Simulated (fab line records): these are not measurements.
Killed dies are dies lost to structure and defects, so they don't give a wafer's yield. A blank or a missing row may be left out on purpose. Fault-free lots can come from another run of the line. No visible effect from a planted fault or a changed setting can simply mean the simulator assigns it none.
fab line records ; flow sky130
[record] lots = 5; wafers = 15; last_day = 48
route steps=708 shown LI_CONTACT@374 LOCAL_INTERCONNECT@387
lots untouched by any fault: they come from a run of this same line in which no faults occurred
start_h: hours from the record's first day to the start of the lot's first wafer shown ; wait_h: how many hours have passed since the lot's step before this one ; " repeats the value in the row above ; L1.1+2: several wafers, shown together as one row ; - value missing, or start not given ; * or withheld: withheld ; < > ~ a bound
route shown NAME@n: a module of which the file shows steps, and the number in the route of the first ; usual: mean and standard deviation over wafers with no fault ; same: alike in all rows ; chamber/n: place in a boat ; sites: per-site readings ; _std_site: their standard deviation ; _edge_site: outer sites' mean less inner sites' ; radius_mm: how far each site lies from the wafer's centre ; mask NAME#n: copy n ; behind: the tool/chamber that last shaped the wafer ; hold: reason for holding the lot/hours on hold/outcome of the hold ; device: the n, p or np transistor that did not switch ; end of line: at the end of the route, the tests of the same wafers ; a step without rows: its recipe alone ; killed: not the wafer's yield, but the dies lost to structure and defects at the first sort ; map: the dies of a wafer, with x for killed, . for not killed, _ for no die there
set.NAME: the setting as run; set.NAME@STEP: as run at that earlier step ; model.NAME: the simulator's own value behind a step, which no gauge read
a table for each step, a row for each wafer; lots at some steps of the route
services: the hour from which a tool's chamber was out of use, counted from the record's first day as start_h (under 0 if before that day), plus the number of hours and why
[[steps]]
[step SKY_LI_CONTACT_CD_MEAS_12]
[recipe] target_cd_nm = 170
[usual] cd_nm = 170.1/1.2
lot.wafer;tool;chamber;start_h;wait_h;cd_nm
L074.1;cd_sem-01;-;701.83;-;170.2
L074.5;cd_sem-01;-;701.83;-;170.3
L074.6;cd_sem-01;-;701.83;-;169.1
L080.1;cd_sem-02;-;728.28;-;171.1
L080.2;cd_sem-02;-;728.28;-;172.6
L080.5;cd_sem-02;-;728.28;-;171.1
L083.1;cd_sem-02;-;753.77;-;170.1
L083.2;cd_sem-02;-;753.77;-;169.5
L083.3;cd_sem-02;-;753.77;-;169.7
L086.1;cd_sem-02;-;776.38;-;169.0
L086.4;cd_sem-02;-;776.38;-;170.7
L086.5;cd_sem-02;-;776.38;-;169.2
L088.1;cd_sem-02;-;793.37;-;168.7
L088.2;cd_sem-02;-;793.37;-;170.1
L088.3;cd_sem-02;-;793.37;-;170.2
[step SKY_LI_CONTACT_OVL_MEAS_13]
[usual] LI_CONTACT_OVL = -1/4.4
lot.wafer;tool;chamber;start_h;wait_h;LI_CONTACT_OVL[nm]
L074.1;overlay-02;-;701.95;0.1;-10
L074.5;overlay-02;-;701.95;0.1;-4
L074.6;overlay-02;-;701.95;0.1;-11
L080.1;overlay-02;-;728.40;0.1;-3
L080.2;overlay-02;-;728.40;0.1;4
L080.5;overlay-02;-;728.40;0.1;2
L083.1;overlay-01;-;753.89;0.1;1
L083.2;overlay-01;-;753.89;0.1;1
L083.3;overlay-01;-;753.89;0.1;2
L086.1;overlay-01;-;776.50;0.1;-4
L086.4;overlay-01;-;776.50;0.1;-5
L086.5;overlay-01;-;776.50;0.1;-8
L088.1;overlay-01;-;793.49;0.1;-1
L088.2;overlay-01;-;793.49;0.1;-6
L088.3;overlay-01;-;793.49;0.1;0
[step SKY_LI_CONTACT_ETCH_14]
[recipe] chemistry = N2/H2; target = BARC; ion_energy_ev = 200; source_w = 500; bias_w = 100; pressure_mtorr = 30; n2_flow_sccm = 100; h2_flow_sccm = 200; stop_on = SiO2; time_s = 45.9; target_depth_a = 600
[usual] drypump_motor_current_A = 6.0/0.45; n2_flow_sccm = 100.0/0.34; oes_product_au = 0.846/0.0052; throttle_valve_pct = 13.224/0.0088
[same] time_s = 45.9
lot.wafer;tool;chamber;start_h;wait_h;drypump_motor_current_A;n2_flow_sccm;oes_product_au;rf_hours_counter_h;throttle_valve_pct
L074.1;rie_diel-02;2;701.98;0.0;6.3;99.7;0.847;5;13.234
L074.5;rie_diel-02;3;701.98;0.0;5.9;100.5;0.844;-;13.230
L074.6;rie_diel-02;0;701.98;0.0;5.6;99.8;0.839;-;13.213
L080.1;rie_diel-04;1;728.43;0.0;5.8;100.1;0.845;10;13.214
L080.2;rie_diel-04;3;728.43;0.0;6.3;100.4;0.843;21;13.222
L080.5;rie_diel-04;2;728.43;0.0;5.6;100.3;0.848;-;13.212
L083.1;rie_diel-04;2;753.93;0.0;5.6;100.3;0.851;1;13.224
L083.2;rie_diel-04;3;753.93;0.0;6.3;99.8;0.842;22;13.233
L083.3;rie_diel-04;1;753.93;0.0;5.8;99.5;0.852;11;13.213
L086.1;rie_diel-02;0;776.53;0.0;5.5;100.2;0.850;2;13.217
L086.4;rie_diel-02;2;776.53;0.0;6.3;100.2;0.844;7;13.227
L086.5;rie_diel-02;1;776.53;0.0;6.7;100.1;0.846;-;13.237
L088.1;rie_diel-03;1;793.53;0.0;6.4;100.2;0.843;3;13.230
L088.2;rie_diel-03;2;793.53;0.0;5.7;99.8;0.855;3;13.228
L088.3;rie_diel-03;3;793.53;0.0;5.9;99.8;0.843;8;13.244
[step SKY_LI_CONTACT_ETCH_15]
[recipe] target = PSG; chemistry = C4F8/O2/Ar; stop_on = Si; taper_deg = 4.15; mask_material = KrF-thick; source_w = 1500; bias_w = 1200; pressure_mtorr = 40; c4f8_flow_sccm = withheld; O2_flow_sccm = 6; Ar_flow_sccm = 300; time_s = withheld; target_depth_a = 6000
[usual] oes_product_au = 0.844/0.0042
lot.wafer;tool;chamber;start_h;wait_h;oes_product_au
L074.1;rie_diel-02;2;702.03;0.0;0.845
L074.5;rie_diel-02;3;702.03;0.0;0.843
L074.6;rie_diel-02;0;702.03;0.0;0.847
L080.1;rie_diel-04;1;728.48;0.0;0.841
L080.2;rie_diel-04;3;728.48;0.0;0.845
L080.5;rie_diel-04;2;728.48;0.0;0.852
L083.1;rie_diel-04;2;753.97;0.0;0.845
L083.2;rie_diel-04;3;753.97;0.0;0.839
L083.3;rie_diel-04;1;753.97;0.0;0.844
L086.1;rie_diel-02;0;776.58;0.0;0.844
L086.4;rie_diel-02;2;776.58;0.0;0.843
L086.5;rie_diel-02;1;776.58;0.0;0.844
L088.1;rie_diel-03;1;793.57;0.0;0.845
L088.2;rie_diel-03;2;793.57;0.0;0.843
L088.3;rie_diel-03;3;793.57;0.0;0.847
[step SKY_LI_CONTACT_STRIP_16]
[recipe] chemistry = O2/N2; power_w = 1400; pressure_mtorr = 1500; platen_temp_c = withheld; o2_flow_sccm = 3000; n2_flow_sccm = 300; overash_fraction = 0.5
[usual] drypump_motor_current_A = 5.9/0.46; n2_flow_sccm = 300.0/0.85; oes_product_au = 0.374/0.0045; strip_time_to_endpoint_s = 3.47/0.045
lot.wafer;tool;chamber;start_h;wait_h;drypump_motor_current_A;n2_flow_sccm;oes_product_au;rf_hours_counter_h;strip_time_to_endpoint_s
L074.1;plasma_asher-01;1;702.11;-;5.5;301.0;0.375;61;3.47
L074.5;plasma_asher-01;0;702.11;-;6.6;300.4;0.372;-;3.44
L074.6;plasma_asher-01;1;702.11;-;5.4;300.2;0.369;-;3.41
L080.1;plasma_asher-01;0;728.56;-;6.6;300.0;0.376;63;3.40
L080.2;plasma_asher-01;1;728.56;-;5.5;300.8;0.370;63;3.44
L080.5;plasma_asher-01;1;728.56;-;5.4;300.9;0.365;-;3.45
L083.1;plasma_asher-04;0;754.05;-;5.7;298.9;0.377;1;3.46
L083.2;plasma_asher-04;1;754.05;-;6.1;300.2;0.373;1;3.42
L083.3;plasma_asher-04;0;754.05;-;5.8;298.9;0.372;-;3.42
L086.1;plasma_asher-04;1;776.66;-;6.1;300.5;0.369;3;3.44
L086.4;plasma_asher-04;0;776.66;-;5.7;298.4;0.376;-;3.50
L086.5;plasma_asher-04;1;776.66;-;6.1;301.2;0.377;-;3.50
L088.1;plasma_asher-04;0;793.65;-;5.8;300.3;0.369;5;3.49
L088.2;plasma_asher-04;1;793.65;-;6.1;299.7;0.371;5;3.50
L088.3;plasma_asher-04;1;793.65;-;6.1;300.3;0.375;-;3.48
[step SKY_LI_CONTACT_CLEAN_17]
[recipe] chemistry = NMP; time_s = 600; temp_c = 60; dry = n2_spin
[same] time_s = 600
lot.wafer;tool;chamber;start_h;wait_h
L074.1+5+6;wet_bench-01;0;702.21;0.1
L080.1+2+5;wet_bench-03;0;728.66;0.1
L083.1+2+3;wet_bench-02;3;754.15;0.1
L086.1+4+5;wet_bench-02;1;776.76;0.1
L088.1+2+3;wet_bench-03;1;793.75;0.1
[step SKY_LI_CONTACT_PRE_CLEAN_18]
[recipe] gas = Ar; time_s = 5.6; bias_v = 358
[same] time_s = 5.6
lot.wafer;tool;chamber;start_h;wait_h
L074.1+5+6;pvd_sputter-04;-;702.39;0.0
L080.1+2+5;pvd_sputter-04;-;728.85;0.0
L083.1+2+3;pvd_sputter-01;-;754.33;0.0
L086.1+4+5;pvd_sputter-03;-;776.95;0.0
L088.1+2+3;pvd_sputter-01;-;793.93;0.0
[step SKY_LI_CONTACT_SPUTTER_19]
[recipe] material = Ti; target_thk_nm = 20; chamber_pressure_pa = 5; power_w = 2500; substrate_temp_c = 200; time_s = 106.37
[usual] cathode_dc_power_W = 2500.0/0.46; throttle_valve_pct = 30.5/1.5
[same] time_s = 106.37
lot.wafer;tool;chamber;start_h;wait_h;cathode_dc_power_W;throttle_valve_pct
L074.1;pvd_sputter-04;-;702.41;0.0;2500.4;28.0
L074.5;pvd_sputter-04;-;702.41;0.0;2500.3;31.0
L074.6;pvd_sputter-04;-;702.41;0.0;2500.1;30.1
L080.1;pvd_sputter-04;-;728.87;0.0;2500.0;29.4
L080.2;pvd_sputter-04;-;728.87;0.0;2499.9;30.1
L080.5;pvd_sputter-04;-;728.87;0.0;2500.1;29.5
L083.1;pvd_sputter-01;-;754.35;0.0;2500.2;33.3
L083.2;pvd_sputter-01;-;754.35;0.0;2500.0;33.1
L083.3;pvd_sputter-01;-;754.35;0.0;2500.9;29.2
L086.1;pvd_sputter-03;-;776.97;0.0;2500.7;30.0
L086.4;pvd_sputter-03;-;776.97;0.0;2499.8;30.4
L086.5;pvd_sputter-03;-;776.97;0.0;2499.4;29.7
L088.1;pvd_sputter-01;-;793.95;0.0;2500.6;33.2
L088.2;pvd_sputter-01;-;793.95;0.0;2499.6;29.4
L088.3;pvd_sputter-01;-;793.95;0.0;2499.9;31.6
[step SKY_LI_CONTACT_SPUTTER_20]
[recipe] material = TiN; target_thk_nm = 20; chamber_pressure_pa = 5; power_w = 4000; time_s = 80
[usual] cathode_dc_power_W = 4000.0/0.71; throttle_valve_pct = 30.6/1.5
[same] time_s = 80
lot.wafer;tool;chamber;start_h;wait_h;cathode_dc_power_W;throttle_valve_pct
L074.1;pvd_sputter-04;-;702.48;0.0;4000.4;28.4
L074.5;pvd_sputter-04;-;702.48;0.0;4000.3;31.3
L074.6;pvd_sputter-04;-;702.48;0.0;3999.7;30.2
L080.1;pvd_sputter-04;-;728.95;0.0;3999.7;29.4
L080.2;pvd_sputter-04;-;728.95;0.0;3999.5;29.7
L080.5;pvd_sputter-04;-;728.95;0.0;4000.2;29.7
L083.1;pvd_sputter-01;-;754.42;0.0;3999.0;33.0
L083.2;pvd_sputter-01;-;754.42;0.0;4000.5;33.1
L083.3;pvd_sputter-01;-;754.42;0.0;4000.3;29.2
L086.1;pvd_sputter-03;-;777.05;0.0;4001.4;30.1
L086.4;pvd_sputter-03;-;777.05;0.0;4000.9;30.2
L086.5;pvd_sputter-03;-;777.05;0.0;3999.3;29.6
L088.1;pvd_sputter-01;-;794.04;0.0;3999.5;33.0
L088.2;pvd_sputter-01;-;794.04;0.0;4000.0;29.4
L088.3;pvd_sputter-01;-;794.04;0.0;3999.7;31.6
[step SKY_LI_CONTACT_CVD_21]
[recipe] material = W; target_thk_nm = 400; time_s = 120.56; temp_c = 400; pressure_torr = 40
[usual] heater_power_w = 844/130
[same] time_s = 120.56
lot.wafer;tool;chamber;start_h;wait_h;heater_power_w
L074.1;cvd_w-01;1;702.54;0.0;941
L074.5;cvd_w-01;0;702.54;0.0;728
L074.6;cvd_w-01;1;702.54;0.0;943
L080.1;cvd_w-02;0;729.01;0.0;685
L080.2;cvd_w-02;1;729.01;0.0;1006
L080.5;cvd_w-02;0;729.01;0.0;668
L083.1;cvd_w-01;0;754.49;0.0;722
L083.2;cvd_w-01;1;754.49;0.0;940
L083.3;cvd_w-01;1;754.49;0.0;940
L086.1;cvd_w-01;1;777.11;0.0;929
L086.4;cvd_w-01;1;777.11;0.0;914
L086.5;cvd_w-01;1;777.11;0.0;932
L088.1;cvd_w-02;0;794.11;0.0;704
L088.2;cvd_w-02;1;794.11;0.0;1045
L088.3;cvd_w-02;0;794.11;0.0;699
[step SKY_LI_CONTACT_RS_MEAS_22]
[recipe] thk_meas_gauge = four-point-probe; reads = W_of_LI_CONTACT_CVD_21+TiN_of_LI_CONTACT_SPUTTER_20+Ti_of_LI_CONTACT_SPUTTER_19
[usual] LI_CONTACT_W_RS = 0.2845/0.0029
lot.wafer;tool;chamber;start_h;wait_h;LI_CONTACT_W_RS[ohm/sq]
L074.1;film_metro-04;-;702.67;0.1;0.2831
L074.5;film_metro-04;-;702.67;0.1;0.2795
L074.6;film_metro-04;-;702.67;0.1;0.2851
L080.1;film_metro-04;-;729.13;0.1;0.2848
L080.2;film_metro-04;-;729.13;0.1;0.2846
L080.5;film_metro-04;-;729.13;0.1;0.2833
L083.1;film_metro-02;-;754.61;0.1;0.2860
L083.2;film_metro-02;-;754.61;0.1;0.2879
L083.3;film_metro-02;-;754.61;0.1;0.2870
L086.1;film_metro-03;-;777.23;0.1;0.2888
L086.4;film_metro-03;-;777.23;0.1;0.2848
L086.5;film_metro-03;-;777.23;0.1;0.2862
L088.1;film_metro-04;-;794.23;0.1;0.2894
L088.2;film_metro-04;-;794.23;0.1;0.2824
L088.3;film_metro-04;-;794.23;0.1;0.2890
[step SKY_LI_CONTACT_THK_MEAS_23]
[recipe] thk_meas_gauge = xrf; reads = W_of_LI_CONTACT_CVD_21
[usual] LI_CONTACT_W_THK = 415/6.7
lot.wafer;tool;chamber;start_h;wait_h;LI_CONTACT_W_THK[nm]
L074.1;film_metro-04;-;702.79;0.1;415
L074.5;film_metro-04;-;702.79;0.1;416
L074.6;film_metro-04;-;702.79;0.1;407
L080.1;film_metro-04;-;729.25;0.1;411
L080.2;film_metro-04;-;729.25;0.1;412
L080.5;film_metro-04;-;729.25;0.1;415
L083.1;film_metro-02;-;754.73;0.1;417
L083.2;film_metro-02;-;754.73;0.1;413
L083.3;film_metro-02;-;754.73;0.1;414
L086.1;film_metro-03;-;777.35;0.1;405
L086.4;film_metro-03;-;777.35;0.1;411
L086.5;film_metro-03;-;777.35;0.1;409
L088.1;film_metro-04;-;794.35;0.1;408
L088.2;film_metro-04;-;794.35;0.1;418
L088.3;film_metro-04;-;794.35;0.1;411
[step SKY_LI_CONTACT_CMP_24]
[recipe] stop_on = PSG; t_overpolish_s = 20; down_force_psi = 3.5; platen_rpm = 60; target_thk_nm = 0; pad_velocity_m_s = 0.94248
[usual] motor_current_A = 11.3/1; overpolish_run_s = 19.999/0.0084; time_to_endpoint_s = 95/3.4
lot.wafer;tool;chamber;start_h;wait_h;motor_current_A;overpolish_run_s;time_to_endpoint_s
L074.1;cmp-01;3;702.85;0.1;10.8;20.003;95
L074.5;cmp-01;3;702.85;0.1;10.9;19.999;92
L074.6;cmp-01;0;702.85;0.1;13.1;19.996;92
L080.1;cmp-02;1;729.37;0.1;11.1;19.992;99
L080.2;cmp-02;2;729.37;0.1;9.6;20.018;102
L080.5;cmp-02;0;729.37;0.1;12.0;20.005;100
L083.3;cmp-01;2;754.84;0.1;10.7;20.007;93
L083.2;cmp-01;3;754.84;0.1;10.6;20.011;94
L083.1;cmp-01;0;754.84;0.1;13.9;20.001;93
L086.1;cmp-02;0;777.41;0.1;12.3;20.005;98
L086.4;cmp-02;1;777.41;0.1;10.5;20.010;98
L086.5;cmp-02;1;777.41;0.1;10.9;20.007;96
L088.3;cmp-01;3;794.46;0.1;10.9;20.000;91
L088.2;cmp-01;0;794.46;0.1;13.1;20.016;94
L088.1;cmp-01;1;794.46;0.1;12.4;19.994;88
[step SKY_LOCAL_INTERCONNECT_SPUTTER_00]
[recipe] material = TiN; target_thk_nm = 100; temp_c = 300; power_w = 6500; time_s = 83.3; chamber_pressure_pa = 0.4
[usual] cathode_dc_power_W = 6500.0/1.2; throttle_valve_pct = 30.1/0.72
[same] time_s = 83.3
lot.wafer;tool;chamber;start_h;wait_h;cathode_dc_power_W;throttle_valve_pct
L074.1;pvd_sputter-02;-;703.15;0.2;6500.2;31.4
L074.5;pvd_sputter-02;-;703.15;0.2;6501.8;30.4
L074.6;pvd_sputter-02;-;703.15;0.2;6499.5;31.5
L080.1;pvd_sputter-03;-;729.64;0.2;6501.2;29.9
L080.2;pvd_sputter-03;-;729.64;0.2;6498.8;30.6
L080.5;pvd_sputter-03;-;729.64;0.2;6500.1;29.7
L083.1;pvd_sputter-04;-;755.09;0.1;6499.5;31.2
L083.2;pvd_sputter-04;-;755.09;0.1;6499.8;29.7
L083.3;pvd_sputter-04;-;755.09;0.1;6499.1;30.2
L086.1;pvd_sputter-02;-;777.71;0.2;6499.2;30.1
L086.4;pvd_sputter-02;-;777.71;0.2;6499.1;30.2
L086.5;pvd_sputter-02;-;777.71;0.2;6502.1;30.5
L088.1;pvd_sputter-04;-;794.71;0.1;6499.9;29.6
L088.2;pvd_sputter-04;-;794.71;0.1;6500.3;28.2
L088.3;pvd_sputter-04;-;794.71;0.1;6500.0;30.2
[step SKY_LOCAL_INTERCONNECT_RS_MEAS_01]
[recipe] thk_meas_gauge = four-point-probe; reads = TiN_of_LOCAL_INTERCONNECT_SPUTTER_00
[usual] LOCAL_INTERCONNECT_TIN_RS = 14.17/0.21
lot.wafer;tool;chamber;start_h;wait_h;LOCAL_INTERCONNECT_TIN_RS[ohm/sq]
L074.1;film_metro-01;-;703.21;0.0;14.31
L074.5;film_metro-01;-;703.21;0.0;14.44
L074.6;film_metro-01;-;703.21;0.0;14.30
L080.1;film_metro-02;-;729.70;0.0;13.99
L080.2;film_metro-02;-;729.70;0.0;13.94
L080.5;film_metro-02;-;729.70;0.0;13.88
L083.1;film_metro-04;-;755.15;0.0;14.00
L083.2;film_metro-04;-;755.15;0.0;14.44
L083.3;film_metro-04;-;755.15;0.0;14.04
L086.1;film_metro-02;-;777.78;0.0;13.94
L086.4;film_metro-02;-;777.78;0.0;14.30
L086.5;film_metro-02;-;777.78;0.0;14.05
L088.1;film_metro-02;-;794.77;0.0;14.75
L088.2;film_metro-02;-;794.77;0.0;14.45
L088.3;film_metro-02;-;794.77;0.0;14.43
[step SKY_LOCAL_INTERCONNECT_THK_MEAS_02]
[recipe] thk_meas_gauge = xrf; reads = TiN_of_LOCAL_INTERCONNECT_SPUTTER_00
[usual] LOCAL_INTERCONNECT_TIN_THK = 100.0/1.5
lot.wafer;tool;chamber;start_h;wait_h;LOCAL_INTERCONNECT_TIN_THK[nm]
L074.1;film_metro-01;-;703.33;0.1;99.0
L074.5;film_metro-01;-;703.33;0.1;98.1
L074.6;film_metro-01;-;703.33;0.1;99.0
L080.1;film_metro-02;-;729.82;0.1;100.8
L080.2;film_metro-02;-;729.82;0.1;101.7
L080.5;film_metro-02;-;729.82;0.1;101.5
L083.1;film_metro-04;-;755.27;0.1;101.4
L083.2;film_metro-04;-;755.27;0.1;98.7
L083.3;film_metro-04;-;755.27;0.1;101.4
L086.1;film_metro-02;-;777.90;0.1;100.7
L086.4;film_metro-02;-;777.90;0.1;98.6
L086.5;film_metro-02;-;777.90;0.1;100.0
L088.1;film_metro-02;-;794.89;0.1;96.1
L088.2;film_metro-02;-;794.89;0.1;97.6
L088.3;film_metro-02;-;794.89;0.1;97.8
[step SKY_LOCAL_INTERCONNECT_DEHYDRATE_03]
[recipe] temp_c = 200; time_s = 60
[same] time_s = 60
lot.wafer;tool;chamber;start_h;wait_h
L074.1+5+6;litho_track-01;0;716.20;12.9
L080.1+2+5;litho_track-01;0;742.75;12.9
L083.1+2+3;litho_track-02;0;767.87;12.6
L086.1+4+5;litho_track-02;0;790.72;12.8
L088.1+2+3;litho_track-04;0;807.73;12.8
[step SKY_LOCAL_INTERCONNECT_HMDS_04]
[recipe] prime_time_s = 60; prime_temp_c = 120
[usual] prime_temp_c = 120.01/0.14
lot.wafer;tool;chamber;start_h;wait_h;prime_temp_c
L074.1;litho_track-01;0;716.35;0.1;119.87
L074.5;litho_track-01;0;716.35;0.1;119.89
L074.6;litho_track-01;0;716.35;0.1;119.97
L080.1;litho_track-01;0;742.90;0.1;119.81
L080.2;litho_track-01;0;742.90;0.1;119.93
L080.5;litho_track-01;0;742.90;0.1;119.78
L083.1;litho_track-02;0;768.02;0.1;119.96
L083.2;litho_track-02;0;768.02;0.1;119.92
L083.3;litho_track-02;0;768.02;0.1;119.82
L086.1;litho_track-02;0;790.87;0.1;120.00
L086.4;litho_track-02;0;790.87;0.1;120.12
L086.5;litho_track-02;0;790.87;0.1;120.24
L088.1;litho_track-04;0;807.88;0.1;120.15
L088.2;litho_track-04;0;807.88;0.1;120.01
L088.3;litho_track-04;0;807.88;0.1;119.96
[step SKY_LOCAL_INTERCONNECT_COAT_05]
[recipe] resist = BARC; temp_c = withheld; time_s = withheld; spin_rpm = 3000; resist_thk_nm = 60
[usual] dispense_pressure_kPa = 52/6.1
lot.wafer;tool;chamber;start_h;wait_h;dispense_pressure_kPa
L074.1;litho_track-01;0;716.50;0.1;43
L074.5;litho_track-01;0;716.50;0.1;43
L074.6;litho_track-01;0;716.50;0.1;43
L080.1;litho_track-01;0;743.05;0.1;43
L080.2;litho_track-01;0;743.05;0.1;43
L080.5;litho_track-01;0;743.05;0.1;43
L083.1;litho_track-02;0;768.17;0.1;54
L083.2;litho_track-02;0;768.17;0.1;54
L083.3;litho_track-02;0;768.17;0.1;54
L086.1;litho_track-02;0;791.02;0.1;54
L086.4;litho_track-02;0;791.02;0.1;54
L086.5;litho_track-02;0;791.02;0.1;54
L088.1;litho_track-04;0;808.03;0.1;59
L088.2;litho_track-04;0;808.03;0.1;59
L088.3;litho_track-04;0;808.03;0.1;59
[step SKY_LOCAL_INTERCONNECT_COAT_06]
[recipe] resist = KrF-thick; spin_rpm = 3000; resist_thk_nm = 450
[usual] dispense_pressure_kPa = 52/6.1
lot.wafer;tool;chamber;start_h;wait_h;dispense_pressure_kPa
L074.1;litho_track-01;0;-;-;43
L074.5;litho_track-01;0;-;-;43
L074.6;litho_track-01;0;-;-;43
L080.1;litho_track-01;0;-;-;43
L080.2;litho_track-01;0;-;-;43
L080.5;litho_track-01;0;-;-;43
L083.1;litho_track-02;0;-;-;54
L083.2;litho_track-02;0;-;-;54
L083.3;litho_track-02;0;-;-;54
L086.1;litho_track-02;0;-;-;54
L086.4;litho_track-02;0;-;-;54
L086.5;litho_track-02;0;-;-;54
L088.1;litho_track-04;0;-;-;59
L088.2;litho_track-04;0;-;-;59
L088.3;litho_track-04;0;-;-;59
[step SKY_LOCAL_INTERCONNECT_SOFTBAKE_07]
[recipe] temp_c = 100; time_s = 90; resist = KrF-thick
[same] time_s = 90
lot.wafer;tool;chamber;start_h;wait_h
L074.1+5+6;litho_track-01;0;-;-
L080.1+2+5;litho_track-01;0;-;-
L083.1+2+3;litho_track-02;0;-;-
L086.1+4+5;litho_track-02;0;-;-
L088.1+2+3;litho_track-04;0;-;-
[step SKY_LOCAL_INTERCONNECT_EXPOSE_08]
[recipe] mask_id = LI1M; na = 0.8; source_shape = annular; sigma_inner = 0.55; sigma_outer = 0.85; target_cd_nm = 170; dose_mj = 28
[usual] reticle_temp_C = 23.01/0.1
[same] na = 0.8; sigma_inner = 0.55
lot.wafer;tool;chamber;start_h;wait_h;mask;reticle_temp_C
L074.1;krf_scanner-02;0;-;-;LI1M#0;22.98
L074.5;krf_scanner-02;0;-;-;LI1M#0;23.06
L074.6;krf_scanner-02;0;-;-;LI1M#0;22.92
L080.1;krf_scanner-02;0;-;-;LI1M#0;22.92
L080.2;krf_scanner-02;0;-;-;LI1M#0;22.88
L080.5;krf_scanner-02;0;-;-;LI1M#0;23.11
L083.1;krf_scanner-01;0;-;-;LI1M#0;23.11
L083.2;krf_scanner-01;0;-;-;LI1M#0;22.98
L083.3;krf_scanner-01;0;-;-;LI1M#0;23.07
L086.1;krf_scanner-02;0;-;-;LI1M#0;22.98
L086.4;krf_scanner-02;0;-;-;LI1M#0;22.98
L086.5;krf_scanner-02;0;-;-;LI1M#0;22.91
L088.1;krf_scanner-01;0;-;-;LI1M#0;22.89
L088.2;krf_scanner-01;0;-;-;LI1M#0;22.95
L088.3;krf_scanner-01;0;-;-;LI1M#0;23.01
[step SKY_LOCAL_INTERCONNECT_PEB_09]
[recipe] peb_temp_c = withheld; peb_time_s = withheld; resist = KrF-thick
lot.wafer;tool;chamber;start_h;wait_h
L074.1+5+6;litho_track-04;0;-;-
L080.1+2+5;litho_track-04;0;-;-
L083.1+2+3;litho_track-01;0;-;-
L086.1+4+5;litho_track-04;0;-;-
L088.1+2+3;litho_track-02;0;-;-
[step SKY_LOCAL_INTERCONNECT_DEVELOP_10]
[recipe] develop_time_s = 60; resist = KrF-thick; dev_temp_c = 21
lot.wafer;tool;chamber;start_h;wait_h
L074.1+5+6;litho_track-04;0;-;-
L080.1+2+5;litho_track-04;0;-;-
L083.1+2+3;litho_track-01;0;-;-
L086.1+4+5;litho_track-04;0;-;-
L088.1+2+3;litho_track-02;0;-;-
[step SKY_LOCAL_INTERCONNECT_CD_MEAS_11]
[recipe] target_cd_nm = 170
[usual] cd_nm = 170.2/1.4
lot.wafer;tool;chamber;start_h;wait_h;cd_nm
L074.1;cd_sem-01;-;730.98;-;170.6
L074.5;cd_sem-01;-;730.98;-;170.0
L074.6;cd_sem-01;-;730.98;-;169.9
L080.1;cd_sem-02;-;756.78;-;169.6
L080.2;cd_sem-02;-;756.78;-;169.0
L080.5;cd_sem-02;-;756.78;-;170.1
L083.1;cd_sem-01;-;782.25;-;166.9
L083.2;cd_sem-01;-;782.25;-;167.6
L083.3;cd_sem-01;-;782.25;-;169.0
L086.1;cd_sem-02;-;804.73;-;169.9
L086.4;cd_sem-02;-;804.73;-;170.8
L086.5;cd_sem-02;-;804.73;-;170.3
L088.1;cd_sem-01;-;821.17;-;171.2
L088.2;cd_sem-01;-;821.17;-;169.9
L088.3;cd_sem-01;-;821.17;-;168.9
[step SKY_LOCAL_INTERCONNECT_OVL_MEAS_12]
[usual] LOCAL_INTERCONNECT_OVL = -3/5
lot.wafer;tool;chamber;start_h;wait_h;LOCAL_INTERCONNECT_OVL[nm]
L074.1;overlay-02;-;731.10;0.1;-4
L074.5;overlay-02;-;731.10;0.1;-5
L074.6;overlay-02;-;731.10;0.1;-3
L080.1;overlay-01;-;756.90;0.1;-6
L080.2;overlay-01;-;756.90;0.1;-4
L080.5;overlay-01;-;756.90;0.1;-3
L083.1;overlay-01;-;782.37;0.1;3
L083.2;overlay-01;-;782.37;0.1;1
L083.3;overlay-01;-;782.37;0.1;5
L086.1;overlay-02;-;804.85;0.1;0
L086.4;overlay-02;-;804.85;0.1;1
L086.5;overlay-02;-;804.85;0.1;4
L088.1;overlay-02;-;821.29;0.1;-5
L088.2;overlay-02;-;821.29;0.1;-9
L088.3;overlay-02;-;821.29;0.1;-6
[[services]]
tool;chamber;start_h;hours;kind
krf_scanner-01;-;678.71;1.0;pm
pvd_sputter-01;-;682.19;3.7;repair
plasma_asher-04;-;685.78;0.7;repair
pvd_sputter-03;-;692.03;2.0;repair
krf_scanner-01;-;700.85;4.0;pm
cmp-02;-;701.06;6.2;pm
rie_diel-03;0;702.72;2.8;repair
rie_diel-03;1;705.07;7.0;repair
plasma_asher-01;-;705.27;3.0;repair
krf_scanner-02;-;710.60;0.2;repair
krf_scanner-02;-;710.80;4.0;pm
rie_diel-03;-;713.09;0.7;repair
rie_diel-03;0;715.20;4.0;repair
pvd_sputter-01;-;717.49;1.7;repair
rie_diel-02;2;720.69;4.6;repair
plasma_asher-04;-;733.75;9.0;pm
cmp-01;-;736.68;12.4;pm
krf_scanner-02;-;748.80;0.7;repair
krf_scanner-02;-;767.01;0.6;repair
krf_scanner-02;-;794.39;1.3;pm
krf_scanner-02;-;795.69;0.8;pm
cmp-01;-;799.63;12.3;pm
pvd_sputter-03;-;810.51;3.1;repair
krf_scanner-02;-;811.55;1.0;pm
[[key]]
fault none
